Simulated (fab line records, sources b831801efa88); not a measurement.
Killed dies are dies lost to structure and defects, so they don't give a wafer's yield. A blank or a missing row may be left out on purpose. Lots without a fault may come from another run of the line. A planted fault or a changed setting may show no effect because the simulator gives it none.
fab line records | flow sky130
record lots=14 wafers=42 last_day=50
route steps=708 shown NWELL@34 VT_ADJUST_HVTP@90 VT_ADJUST_LVTN@106
lots that met no fault: from a run of the same line without faults
start_h: hours from the record's first day to the start of the lot's first wafer shown | wait_h: hours since the lot's step before | " the same as in the row above | L1.1+2: a row that stands for several wafers | - no value, or no start given | * or withheld: withheld | < > ~ a bound
route shown NAME@n: a module of which the file shows steps, and the number in the route of the first | usual: mean/standard deviation of fault-free wafers | same: alike in all rows | chamber/n: place in a boat | sites: the reading at each site | _std_site: their standard deviation | _edge_site: outer sites' mean less inner sites' | radius_mm: how far each site lies from the wafer's centre | mask NAME#n: copy n | behind: the tool/chamber that last shaped the wafer | hold: why the lot was held/for how many hours/how that ended | device: the transistor (n, p or np) that didn't switch | end of line: the same wafers' tests at the end of the route | a step without rows: its recipe alone | killed: dies lost to structure and defects at the first sort, not the wafer's yield | map: a wafer's dies, x killed, . not, _ none there
set.NAME: the setting as run; set.NAME@STEP: as run at that earlier step | model.NAME: the simulator's own value behind a step, which no gauge read
steps of the route over a sample of lots; a table a step, a row a wafer
services: from which hour (start_h, from the record's first day; less than 0 if before it) a tool's chamber was out of use, for how many hours, and why
## steps
# step SKY_NWELL_THK_MEAS_02
# recipe reads=SiO2_of_NWELL_OXIDATION_01
# usual NWELL_OXIDATION_THK=10.05/0.15
# columns lot.wafer tool chamber start_h wait_h NWELL_OXIDATION_THK[nm]
L613.2 film_metro-04 - 40.05 0.0 10.16
L613.3 " - " " 10.01
L613.4 " - " " 9.96
L614.3 film_metro-04 - 45.86 0.0 10.02
L614.5 " - " " 10.02
L614.6 " - " " 10.00
L615.1 film_metro-01 - 52.95 0.0 10.02
L615.2 " - " " 10.09
L615.3 " - " " 9.83
L616.1 film_metro-02 - 55.38 0.0 10.19
L616.3 " - " " 10.16
L616.6 " - " " 10.19
L617.1 film_metro-02 - 59.57 0.0 10.12
L617.2 " - " " 10.33
L617.6 " - " " 10.41
L619.1 film_metro-04 - 71.01 0.0 10.24
L619.3 " - " " 10.16
L619.5 " - " " 10.25
L620.3 film_metro-02 - 86.33 0.0 9.90
L620.4 " - " " 10.10
L620.6 " - " " 10.12
L623.2 film_metro-02 - 104.21 0.0 10.10
L623.5 " - " " 10.04
L623.6 " - " " 9.97
L626.1 film_metro-04 - 120.72 0.0 10.20
L626.2 " - " " 10.46
L626.5 " - " " 10.23
L628.1 film_metro-02 - 130.31 0.0 10.15
L628.3 " - " " 10.29
L628.6 " - " " 10.15
L630.2 film_metro-01 - 137.49 0.0 10.00
L630.5 " - " " 9.94
L630.6 " - " " 9.94
L634.1 film_metro-02 - 147.76 0.0 9.94
L634.2 " - " " 9.73
L634.5 " - " " 9.82
L635.1 film_metro-02 - 156.09 0.0 9.81
L635.3 " - " " 9.94
L635.4 " - " " 9.81
L636.1 film_metro-02 - 156.27 0.0 9.95
L636.3 " - " " 9.78
L636.4 " - " " 9.86
# step SKY_NWELL_RTA_28
# recipe temp_c=1050 time_s=30 idle_temp_c=650 ramp_up_c_per_s=150 ramp_down_c_per_s=90 ambient=N2
# usual lamp_power_pct=25.30/0.052 wafer_temp_C_max=1054.8/0.89
# columns lot.wafer tool chamber start_h wait_h lamp_power_pct wafer_temp_C_max
L613.2 rtp_anneal-01 0 103.42 0.0 25.20 1053.8
L613.3 " 0 " " 25.36 1054.5
L613.4 " 0 " " 25.39 1056.4
L614.3 rtp_anneal-02 0 110.48 0.0 25.32 1054.8
L614.5 " 0 " " 25.36 1054.1
L614.6 " 0 " " 25.25 1057.2
L615.1 rtp_anneal-02 0 119.36 0.0 25.27 1056.4
L615.2 " 0 " " 25.34 1053.7
L615.3 " 0 " " 25.29 1054.9
L616.1 rtp_anneal-01 0 122.15 0.0 25.31 1055.2
L616.3 " 0 " " 25.29 1054.2
L616.6 " 0 " " 25.25 1055.7
L617.1 rtp_anneal-02 0 126.66 0.0 25.30 1054.1
L617.2 " 0 " " 25.23 1054.8
L617.6 " 0 " " 25.31 1056.1
L619.1 rtp_anneal-02 0 138.95 0.0 25.30 1054.8
L619.3 " 0 " " 25.24 1055.2
L619.5 " 0 " " 25.31 1054.0
L620.3 rtp_anneal-02 0 156.20 0.0 25.35 1055.1
L620.4 " 0 " " 25.29 1056.0
L620.6 " 0 " " 25.37 1054.5
L623.2 rtp_anneal-02 0 179.88 0.0 25.29 1055.3
L623.5 " 0 " " 25.17 1054.7
L623.6 " 0 " " 25.31 1054.3
L626.1 rtp_anneal-01 0 199.25 0.0 25.22 1055.1
L626.2 " 0 " " 25.30 1054.3
L626.5 " 0 " " 25.25 1054.3
L628.1 rtp_anneal-01 0 211.21 0.0 25.41 1055.2
L628.3 " 0 " " 25.28 1056.4
L628.6 " 0 " " 25.33 1054.7
L630.2 rtp_anneal-01 0 218.28 0.0 25.30 1054.7
L630.5 " 0 " " 25.35 1055.6
L630.6 " 0 " " 25.32 1055.9
L634.1 rtp_anneal-02 0 232.11 0.0 25.26 1055.8
L634.2 " 0 " " 25.28 1055.8
L634.5 " 0 " " 25.43 1055.3
L635.1 rtp_anneal-01 0 241.71 0.0 25.36 1056.0
L635.3 " 0 " " 25.33 1056.5
L635.4 " 0 " " 25.29 1054.5
L636.1 rtp_anneal-02 0 241.86 0.0 25.36 1055.3
L636.3 " 0 " " 25.31 1055.2
L636.4 " 0 " " 25.30 1054.9
# step SKY_VT_ADJUST_HVTP_PEB_05
# recipe temp_c=withheld time_s=* resist=NOVOLAK
# usual chill_plate_temp_C=* exhaust_pa=45.1/0.92 resist_line_temp_C=*
# columns lot.wafer tool chamber start_h wait_h chill_plate_temp_C exhaust_pa resist_line_temp_C
L613.2 litho_track-03 0 120.19 - * 44.9 *
L613.3 " 0 " " * 46.7 *
L613.4 " 0 " " * 45.3 *
L614.3 litho_track-03 0 127.46 - * 45.4 *
L614.5 " 0 " " * 45.1 *
L614.6 " 0 " " * 46.2 *
L615.1 litho_track-03 0 136.51 - * 44.7 *
L615.2 " 0 " " * 45.5 *
L615.3 " 0 " " * 45.1 *
L616.1 litho_track-02 0 140.29 - * 45.6 *
L616.3 " 0 " " * 44.9 *
L616.6 " 0 " " * 44.9 *
L617.1 litho_track-03 0 144.31 - * 45.7 *
L617.2 " 0 " " * 44.7 *
L617.6 " 0 " " * 45.1 *
L619.1 litho_track-04 0 158.75 - * 46.2 *
L619.3 " 0 " " * 46.4 *
L619.5 " 0 " " * 46.8 *
L620.3 litho_track-04 0 175.90 - * 44.3 *
L620.4 " 0 " " * 45.4 *
L620.6 " 0 " " * 44.9 *
L623.2 litho_track-03 0 200.79 - * 44.3 *
L623.5 " 0 " " * 44.0 *
L623.6 " 0 " " * 45.9 *
L626.1 litho_track-03 0 221.56 - * 45.8 *
L626.2 " 0 " " * 44.8 *
L626.5 " 0 " " * 44.1 *
L628.1 litho_track-03 - 232.96 - - - -
L628.3 " - " " - - -
L628.6 " - " " - - -
L630.2 litho_track-02 - 240.31 - - - -
L630.5 " - " " - - -
L630.6 " - " " - - -
L634.1 litho_track-04 0 255.50 - * 44.7 *
L634.2 " 0 " " * 44.6 *
L634.5 " 0 " " * 45.3 *
L635.1 litho_track-04 0 264.45 - * 45.8 *
L635.3 " 0 " " * 43.8 *
L635.4 " 0 " " * 44.4 *
L636.1 litho_track-03 0 264.86 - * 46.8 *
L636.3 " 0 " " * 46.6 *
L636.4 " 0 " " * 45.2 *
# step SKY_VT_ADJUST_LVTN_STRIP_09
# recipe chemistry=O2/N2 power_w=1400 pressure_mtorr=1500 platen_temp_c=withheld o2_flow_sccm=3000 n2_flow_sccm=300 overash_fraction=0.5
# usual drypump_motor_current_A=5.6/0.42 oes_product_au=0.722/0.0046 strip_time_to_endpoint_s=36.91/0.11
# columns lot.wafer tool chamber start_h wait_h drypump_motor_current_A oes_product_au rf_hours_counter_h strip_time_to_endpoint_s
L613.2 plasma_asher-04 0 138.67 0.1 6.3 0.722 46 36.92
L613.3 " 1 " " 5.0 0.733 - 37.00
L613.4 " 0 " " 6.2 0.727 - 36.83
L614.3 plasma_asher-02 0 145.98 0.1 5.7 0.726 - 36.87
L614.5 " 1 " " 5.4 0.724 - 36.89
L614.6 " 0 " " 5.7 0.729 - 36.88
L615.1 plasma_asher-04 1 155.77 0.1 5.0 0.722 48 36.92
L615.2 " 0 " " 6.2 0.726 48 36.95
L615.3 " 1 " " 5.0 0.719 - 36.88
L616.1 plasma_asher-04 1 161.15 0.1 5.0 0.718 49 36.86
L616.3 " 0 " " 6.3 0.718 - 36.85
L616.6 " 0 " " 6.2 0.719 - 36.93
L617.1 plasma_asher-01 0 164.30 0.1 5.4 0.715 4 36.97
L617.2 " 1 " " 5.7 0.720 4 36.94
L617.6 " 1 " " 5.6 0.714 - 36.88
L619.1 plasma_asher-04 1 179.56 0.1 5.0 0.725 50 36.80
L619.3 " 0 " " 6.2 0.725 - 36.77
L619.5 " 1 " " 5.0 0.718 - 36.70
L620.3 plasma_asher-04 1 197.46 0.1 5.0 0.722 - 36.87
L620.4 " 0 " " 6.3 0.732 - 36.94
L620.6 " 0 " " 6.3 0.718 - 36.82
L623.2 plasma_asher-04 1 223.32 0.1 5.0 0.725 55 37.08
L623.5 " 1 " " 5.0 0.717 - 37.04
L623.6 " 0 " " 6.3 0.725 - 37.06
L626.1 plasma_asher-01 0 245.00 0.1 5.4 0.716 11 36.75
L626.2 " 1 " " 5.7 0.717 11 36.83
L626.5 " 1 " " 5.7 0.726 - 36.62
L628.1 plasma_asher-04 0 256.85 0.1 6.3 0.716 58 36.89
L628.3 " 0 " " 6.3 0.721 - 36.98
L628.6 " 1 " " 5.0 0.720 - 37.01
L630.2 plasma_asher-04 0 263.55 0.1 6.3 0.728 59 37.12
L630.5 " 0 " " 6.3 0.717 - 37.05
L630.6 " 1 " " 5.0 0.718 - 37.00
L634.1 plasma_asher-04 0 279.80 0.1 6.3 0.726 60 36.88
L634.2 " 1 " " 5.0 0.724 60 37.00
L634.5 " 1 " " 5.0 0.716 - 37.05
L635.1 plasma_asher-01 1 289.77 0.1 5.7 0.727 16 36.89
L635.3 " 0 " " 5.4 0.723 - 36.96
L635.4 " 1 " " 5.7 0.719 - 36.81
L636.1 plasma_asher-02 1 289.90 0.1 5.4 0.720 61 36.75
L636.3 " 1 " " 5.4 0.724 - 36.73
L636.4 " 0 " " 5.7 0.721 - 36.68
## services
# columns tool chamber start_h hours kind
plasma_asher-04 - 80.81 2.8 pm
plasma_asher-04 - 88.59 0.4 repair
plasma_asher-01 - 108.75 9.0 pm
plasma_asher-01 0 108.75 9.7 vent_cycle
plasma_asher-01 1 108.75 9.7 vent_cycle
plasma_asher-01 - 114.63 3.8 repair
plasma_asher-01 0 117.75 - clean
plasma_asher-01 1 117.75 - clean
litho_track-04 - 214.23 - consumable_replace:filter
plasma_asher-02 - 229.67 0.4 repair
plasma_asher-01 - 239.68 2.9 repair
plasma_asher-02 - 275.73 4.3 pm
plasma_asher-02 - 280.06 2.8 pm
## key
first_sign step=SKY_VT_ADJUST_HVTP_PEB_05 reading=tool_record direction=missing
effect none on later readings
met_at SKY_VT_ADJUST_HVTP_PEB_05
struck_lots L628,L630
sort_left_out L628.1,L628.3,L628.6,L630.2,L630.5,L630.6
tester_left_out L628,L630
not_acting_at SKY_NWELL_THK_MEAS_02,SKY_NWELL_RTA_28,SKY_VT_ADJUST_LVTN_STRIP_09
onset_between 221.56 232.96
fault kind=skipped_step_whole tool=litho_track-02,litho_track-03 chamber=- onset_h=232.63 steps=SKY_VT_ADJUST_HVTP_PEB_05 scope=struck_lots_only
# tester_left_out: of these lots the tester's yield and bins aren't shown, on N5 and GAA mostly nor the transistor test; their killed dies are dies lost to structure and defects alone, not to doping, threshold or leakage, so they don't give the yield
# sort_left_out: the simulated sort isn't trusted on such a fault, so these wafers' sort isn't shown, and their yield isn't known
